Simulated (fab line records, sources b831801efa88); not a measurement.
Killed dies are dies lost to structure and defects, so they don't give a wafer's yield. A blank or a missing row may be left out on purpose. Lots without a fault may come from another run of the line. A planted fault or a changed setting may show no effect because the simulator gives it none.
A struck lot beside a sound one | flow sky130 | 17 steps out of a route of 708
Sound: wafers L171.1, L171.2, L171.3. Struck: wafers L166.3, L166.5, L166.6. The cause comes at the end.
At each step with rows: each side's tool, then ch and its chambers, then its first start. Under that, the readings that differ: sound wafers | struck wafers | difference of the means | sigmas: that difference in standard deviations of wafers without a fault.
alike: readings whose means differ by less than 2 such deviations, and words and numbers that are the same on both sides. not compared: withheld readings, readings that some wafer has no value for, bounds like >300 that may hide the same value, and numbers for which the record gives no deviation and whose values overlap.
The two part at a step that has a row with sigmas, a row that says differs or no value, or rows on one side only. Numbers that don't overlap but have no deviation are shown without sigmas and don't part them. A reading that every wafer of one side lacks parts them only if that side has two wafers or more.

SKY_LDD_P_OVL_MEAS_08:
  sound on overlay-02, day 25 07:30; struck on overlay-01, day 23 03:49
  alike: LDD_P_OVL
then, 1 step without rows for these wafers: SKY_LDD_P_IMPLANT_09.
SKY_LDD_P_STRIP_10: strips in O2/N2.
  sound on plasma_asher-04 ch 0,1, day 25 07:41; struck on plasma_asher-01 ch 0,1, day 23 04:02
  alike: drypump_motor_current_A, oes_product_au, strip_time_to_endpoint_s
  not compared: rf_hours_counter_h
SKY_LDD_P_TW_MEAS_11:
  sound on film_metro-01, day 25 07:47; struck on film_metro-01, day 23 04:07
  alike: LDD_P_TW
then, 7 steps without rows for these wafers: SKY_LDD_HVN_DEHYDRATE_00 (time 60 s); SKY_LDD_HVN_HMDS_01 (prime time 60 s); SKY_LDD_HVN_COAT_02 (resist thk 300 nm); SKY_LDD_HVN_SOFTBAKE_03 (time 60 s); SKY_LDD_HVN_EXPOSE_04 (exposes mask HVNTM, target cd 700 nm); SKY_LDD_HVN_PEB_05; SKY_LDD_HVN_DEVELOP_06 (develop time 60 s).
SKY_LDD_HVN_OVL_MEAS_07:
  sound on overlay-02, day 26 13:05; struck on overlay-02, day 24 09:57
  alike: LDD_HVN_OVL
SKY_LDD_HVN_IMPLANT_08:
  sound on implanter-02 ch 0, day 26 13:07; struck on implanter-01 ch 0, day 24 10:01
  reading            | sound           | struck            | difference | sigmas
  beam_on_s (s)      | 10.30 9.97 9.87 | 10.78 10.76 10.92 | +0.77      | +4
  faraday_current_uA | 165 169 171     | 157 157 155       | -12        | -4
SKY_LDD_HVN_STRIP_09: strips in O2/N2.
  sound on plasma_asher-01 ch 0,1, day 26 13:16; struck on plasma_asher-03 ch 0,1, day 24 10:09
  alike: drypump_motor_current_A, oes_product_au, strip_time_to_endpoint_s
  not compared: rf_hours_counter_h
SKY_LDD_HVN_TW_MEAS_10:
  sound on film_metro-04, day 26 13:22; struck on film_metro-02, day 24 10:14
  reading    | sound          | struck         | difference | sigmas
  LDD_HVN_TW | 1426 1432 1432 | 1465 1464 1469 | +36        | +5
then, 1 step without rows for these wafers: SKY_LDD_HVP_DEHYDRATE_00 (time 60 s).
-- the record jumps here: 24 days lie between the struck wafers' starts before and after (it left off in module LDD_HVP and takes up again in module PAD_OPEN, whose first step shown is number 708 of the route) --
SKY_PAD_OPEN_PROBE_99:
  sound on prober-02, day 49 18:36; struck on prober-01, day 48 11:33
  reading                        | sound          | struck         | difference | sigmas
  model.etest.tip_n_5v.rs_ohm_sq | 1387 1387 1392 | 1320 1323 1326 | -66        |
  alike: killed_at_M0_to_M3, killed_at_M4_up, killed_at_contacts, killed_at_front_end, killed_at_other, killed_dies, killed_on_rim, killed_open, killed_short

WHERE THEY PART
First at SKY_LDD_HVN_IMPLANT_08; last, within this record, at SKY_LDD_HVN_TW_MEAS_10. Later steps at which nothing parts them and some readings are alike: SKY_PAD_OPEN_PROBE_99.

WHY: what the simulator had put in
Process parameter drift: implanter-01, from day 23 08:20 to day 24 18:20, at SKY_LDD_HVN_IMPLANT_08. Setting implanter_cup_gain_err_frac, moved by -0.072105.
